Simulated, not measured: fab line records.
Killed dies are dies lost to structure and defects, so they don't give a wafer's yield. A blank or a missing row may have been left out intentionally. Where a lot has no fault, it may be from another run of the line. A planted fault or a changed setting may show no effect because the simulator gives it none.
A struck lot beside a sound one -- flow sky130 -- 15 steps out of a route of 708
Sound: these wafers, L377.1, L377.4, L377.6. Wafers L390.1, L390.2, L390.4 were the ones struck. Last of all comes the cause.
Per side, at each step with rows, come the tool, then ch with its chambers, and then its first start. Under that, the readings that differ: sound wafers -- struck wafers -- difference of the means -- sigmas: that difference in standard deviations of wafers without a fault.
alike: readings with means less than 2 such deviations apart, plus words and numbers identical on both sides. not compared: withheld readings, readings lacking a value on some wafer, bounds such as >300 that could conceal the same value, and numbers that have no deviation in the record and whose values overlap.
Wherever a step has rows on one side only, a row that says differs or no value, or a row with sigmas, the two part there. Numbers that have no deviation but don't overlap get no sigmas and don't part them. Lack of a reading on every wafer of one side parts them only where that side has two or more wafers.

SKY_VIA1_BOW_MEAS_03:
  sound on film-metro-03, day 34 03:41; struck on film-metro-01, day 37 07:56
  alike: VIA1_BOW
then, 8 steps without rows for these wafers: SKY_VIA1_DEHYDRATE_04 (time 60 s); SKY_VIA1_HMDS_05 (prime time 60 s); SKY_VIA1_COAT_06 (resist thk 60 nm); SKY_VIA1_COAT_07 (resist thk 450 nm); SKY_VIA1_SOFTBAKE_08 (time 90 s); SKY_VIA1_EXPOSE_09 (exposes mask VIM, target cd 150 nm); SKY_VIA1_PEB_10; SKY_VIA1_DEVELOP_11 (develop time 60 s).
SKY_VIA1_CD_MEAS_12 targets a cd of 150 nm.
  sound on cd-sem-02, day 35 06:09; struck on cd-sem-02, day 38 09:09
  alike: cd-nm
SKY_VIA1_OVL_MEAS_13:
  sound on overlay-01, day 35 06:16; struck on overlay-01, day 38 09:16
  alike: VIA1_OVL
SKY_VIA1_ETCH_14: etches BARC in N2/H2, stops on SiO2, time 45.9 s, target depth 60 nm.
  sound on rie-diel-03 ch 0,2,3, day 35 06:19; struck on rie-diel-03 ch 1,2,3, day 38 09:19
  alike: drypump-motor-current-A, oes-product-au, throttle-valve-pct
  not compared: rf-hours-counter-h
SKY_VIA1_ETCH_15: etches SiO2 in C4F8/O2/Ar, stops on TiN, target depth 351 nm, time 54 s.
  sound on rie-diel-03 ch 0,2,3, day 35 06:21; struck on rie-diel-03 ch 1,2,3, day 38 09:21
reading,sound,struck,difference,sigmas
oes-product-au (a.u.),0.993 0.986 0.982,0.819 0.821 0.821,-0.167,-32
model.VIA1.feature-depth-nm (nm),345.3 344.2 345,249.1 249.9 249.9,-95.2,
model.etch.depth-nm (nm),345.3 344.2 345,249.1 249.9 249.9,-95.2,
model.KrF-thick_of_VIA1_COAT_07.thk-nm (nm),320.4 320 322,344.9 344.5 345,+24.0,
  not compared: rf-hours-counter-h
SKY_VIA1_STRIP_16: strips in O2/N2.
  sound on plasma-asher-02 ch 0,1, day 35 06:24; struck on plasma-asher-02 ch 0,1, day 38 09:24
reading,sound,struck,difference,sigmas
oes-product-au (a.u.),0.404 0.411 0.416,0.424 0.424 0.421,+0.013,+2
strip-time-to-endpoint-s (s),4.438 4.413 4.446,4.700 4.696 4.703,+0.267,+12
  alike: drypump-motor-current-A
  not compared: rf-hours-counter-h
then, 1 step without rows for these wafers: SKY_VIA1_STRIP_17 (strips in post etch residue remover, time 1200 s).

== WHERE THEY PART ==
Last at SKY_VIA1_STRIP_16 as far as this record goes, first at SKY_VIA1_ETCH_15.

WHY: what the simulator had put in
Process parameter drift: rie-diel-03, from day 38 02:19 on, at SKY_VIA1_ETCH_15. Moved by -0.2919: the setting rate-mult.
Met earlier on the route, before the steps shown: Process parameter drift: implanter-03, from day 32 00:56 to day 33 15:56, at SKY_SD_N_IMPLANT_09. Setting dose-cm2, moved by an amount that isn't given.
